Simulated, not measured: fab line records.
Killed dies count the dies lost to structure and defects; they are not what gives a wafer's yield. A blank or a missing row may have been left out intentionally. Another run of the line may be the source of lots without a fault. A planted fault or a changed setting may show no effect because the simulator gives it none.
Lot-split experiment / flow gf180mcu / 23 wafers read across 5 lots, on a route 602 steps long

== THE SPLIT ITSELF ==
At GF_DUAL_GATE_COAT_06 (resist thk 1000 nm), the setting resist thk nm was moved away from the recipe's 1000 nm on 9 of the 23 wafers read, by -5.8% to +5.1%. For the rest of the wafers, this setting stayed at what the recipe calls for.

The split's own step is where the reading is taken.

== THE READING ==
NOVOLAK_of_DUAL_GATE_COAT_06.thk nm (the simulator's own value, which no gauge read), in nm, at GF_DUAL_GATE_COAT_06 (resist thk 1000 nm). No usual value for it is given in the file. Average 999.2 nm, standard deviation 4.5 nm, over the 14 wafers here run with the recipe.

wafer=L074.1; tool, chamber at the split=litho track-02, 0; resist thk nm as run, nm=1051; against the recipe=+5.1%; NOVOLAK_of_DUAL_GATE_COAT_06.thk nm, nm=1054; against lot-mates on the recipe=+54.2
wafer=L074.2; tool, chamber at the split=litho track-02, 0; resist thk nm as run, nm=1000; against the recipe=recipe; NOVOLAK_of_DUAL_GATE_COAT_06.thk nm, nm=999.6; against lot-mates on the recipe=-
wafer=L074.3; tool, chamber at the split=litho track-02, 0; resist thk nm as run, nm=1051; against the recipe=+5.1%; NOVOLAK_of_DUAL_GATE_COAT_06.thk nm, nm=1053; against lot-mates on the recipe=+53.2
wafer=L074.4; tool, chamber at the split=litho track-02, 0; resist thk nm as run, nm=1000; against the recipe=recipe; NOVOLAK_of_DUAL_GATE_COAT_06.thk nm, nm=999.9; against lot-mates on the recipe=-
wafer=L074.5; tool, chamber at the split=litho track-02, 0; resist thk nm as run, nm=1051; against the recipe=+5.1%; NOVOLAK_of_DUAL_GATE_COAT_06.thk nm, nm=1050; against lot-mates on the recipe=+50.2
wafer=L078.1; tool, chamber at the split=litho track-04, 0; resist thk nm as run, nm=1000; against the recipe=recipe; NOVOLAK_of_DUAL_GATE_COAT_06.thk nm, nm=1005; against lot-mates on the recipe=-
wafer=L078.3; tool, chamber at the split=litho track-04, 0; resist thk nm as run, nm=941.7; against the recipe=-5.8%; NOVOLAK_of_DUAL_GATE_COAT_06.thk nm, nm=942; against lot-mates on the recipe=-61.7
wafer=L078.4; tool, chamber at the split=litho track-04, 0; resist thk nm as run, nm=1000; against the recipe=recipe; NOVOLAK_of_DUAL_GATE_COAT_06.thk nm, nm=1003; against lot-mates on the recipe=-
wafer=L078.6; tool, chamber at the split=litho track-04, 0; resist thk nm as run, nm=1000; against the recipe=recipe; NOVOLAK_of_DUAL_GATE_COAT_06.thk nm, nm=1003; against lot-mates on the recipe=-
wafer=L078.5; tool, chamber at the split=litho track-04, 0; resist thk nm as run, nm=941.7; against the recipe=-5.8%; NOVOLAK_of_DUAL_GATE_COAT_06.thk nm, nm=943.4; against lot-mates on the recipe=-60.3
wafer=L082.1; tool, chamber at the split=litho track-04, 0; resist thk nm as run, nm=974.4; against the recipe=-2.6%; NOVOLAK_of_DUAL_GATE_COAT_06.thk nm, nm=975; against lot-mates on the recipe=-24.3
wafer=L082.3; tool, chamber at the split=litho track-04, 0; resist thk nm as run, nm=1000; against the recipe=recipe; NOVOLAK_of_DUAL_GATE_COAT_06.thk nm, nm=1000; against lot-mates on the recipe=-
wafer=L082.4; tool, chamber at the split=litho track-04, 0; resist thk nm as run, nm=1000; against the recipe=recipe; NOVOLAK_of_DUAL_GATE_COAT_06.thk nm, nm=996.9; against lot-mates on the recipe=-
wafer=L082.5; tool, chamber at the split=litho track-04, 0; resist thk nm as run, nm=974.4; against the recipe=-2.6%; NOVOLAK_of_DUAL_GATE_COAT_06.thk nm, nm=972.7; against lot-mates on the recipe=-26.6
wafer=L082.6; tool, chamber at the split=litho track-04, 0; resist thk nm as run, nm=1000; against the recipe=recipe; NOVOLAK_of_DUAL_GATE_COAT_06.thk nm, nm=1001; against lot-mates on the recipe=-
wafer=L084.1; tool, chamber at the split=litho track-01, 0; resist thk nm as run, nm=1037; against the recipe=+3.7%; NOVOLAK_of_DUAL_GATE_COAT_06.thk nm, nm=1025; against lot-mates on the recipe=+33.7
wafer=L084.3; tool, chamber at the split=litho track-01, 0; resist thk nm as run, nm=1000; against the recipe=recipe; NOVOLAK_of_DUAL_GATE_COAT_06.thk nm, nm=991; against lot-mates on the recipe=-
wafer=L084.4; tool, chamber at the split=litho track-01, 0; resist thk nm as run, nm=1000; against the recipe=recipe; NOVOLAK_of_DUAL_GATE_COAT_06.thk nm, nm=992.1; against lot-mates on the recipe=-
wafer=L084.5; tool, chamber at the split=litho track-01, 0; resist thk nm as run, nm=1000; against the recipe=recipe; NOVOLAK_of_DUAL_GATE_COAT_06.thk nm, nm=990.8; against lot-mates on the recipe=-
wafer=L084.6; tool, chamber at the split=litho track-01, 0; resist thk nm as run, nm=1037; against the recipe=+3.7%; NOVOLAK_of_DUAL_GATE_COAT_06.thk nm, nm=1027; against lot-mates on the recipe=+35.7
wafer=L085.3; tool, chamber at the split=litho track-04, 0; resist thk nm as run, nm=1000; against the recipe=recipe; NOVOLAK_of_DUAL_GATE_COAT_06.thk nm, nm=1002; against lot-mates on the recipe=-
wafer=L085.5; tool, chamber at the split=litho track-04, 0; resist thk nm as run, nm=1000; against the recipe=recipe; NOVOLAK_of_DUAL_GATE_COAT_06.thk nm, nm=1002; against lot-mates on the recipe=-
wafer=L085.6; tool, chamber at the split=litho track-04, 0; resist thk nm as run, nm=1000; against the recipe=recipe; NOVOLAK_of_DUAL_GATE_COAT_06.thk nm, nm=1002; against lot-mates on the recipe=-

FIT RESULTS
A straight line over all 23 wafers: NOVOLAK_of_DUAL_GATE_COAT_06.thk nm changes by +9.66 nm for each +1% of resist thk nm; r = +0.99; the points scatter about the line by 4.9 nm.
The same after taking each lot's own level away (the mean of its wafers on the recipe; 23 wafers): +10.2 nm for each +1%; r = +1.00; scatter 1.5 nm.
According to that fit, moving resist thk nm by its largest amount changes the reading by 60 nm.
Measured against the standard deviation above, the lots' own levels, which go from 991.30 to 1003.67 nm, span 2.7 times it.
The two slopes are in agreement: the lot-to-lot level therefore moves the slope only a little.
Check: for one of the wafers moved furthest among these (-5.8%), held out of the fit, the line's prediction against its lot-mates is -59.2 nm. Against them it came out at -61.7 nm.

== OTHER SPLITS ON THESE WAFERS ==
Note: prior to the reading, these wafers also went through further splits. Each is held against what the fit with the lots' levels taken away leaves over:
other split on the same wafers=GF_VT_IMPLANT_IMPLANT_41 dose cm2; wafers away from the commonest value=5; r with NOVOLAK_of_DUAL_GATE_COAT_06.thk nm (lot level and that fit taken away)=+0.20

== THE WHOLE CHAIN: every reading that the file lists as answering this split, in the file's order ==
step=GF_DUAL_GATE_COAT_06; what it does=resist thk 1000 nm; reading=NOVOLAK_of_DUAL_GATE_COAT_06.thk nm (the simulator's own value, which no gauge read); change (the file's fit)=+10.2 nm for each +1% of the setting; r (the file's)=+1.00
step=GF_DUAL_GATE_STRIP_13; what it does=strips in O2/N2; reading=strip time to endpoint s; change (the file's fit)=withheld for each +1% of the setting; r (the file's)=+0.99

== THE FILE'S OWN FIT ==
NOVOLAK_of_DUAL_GATE_COAT_06.thk nm changes by +10.2 nm for each +1% of resist thk nm, r = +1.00.
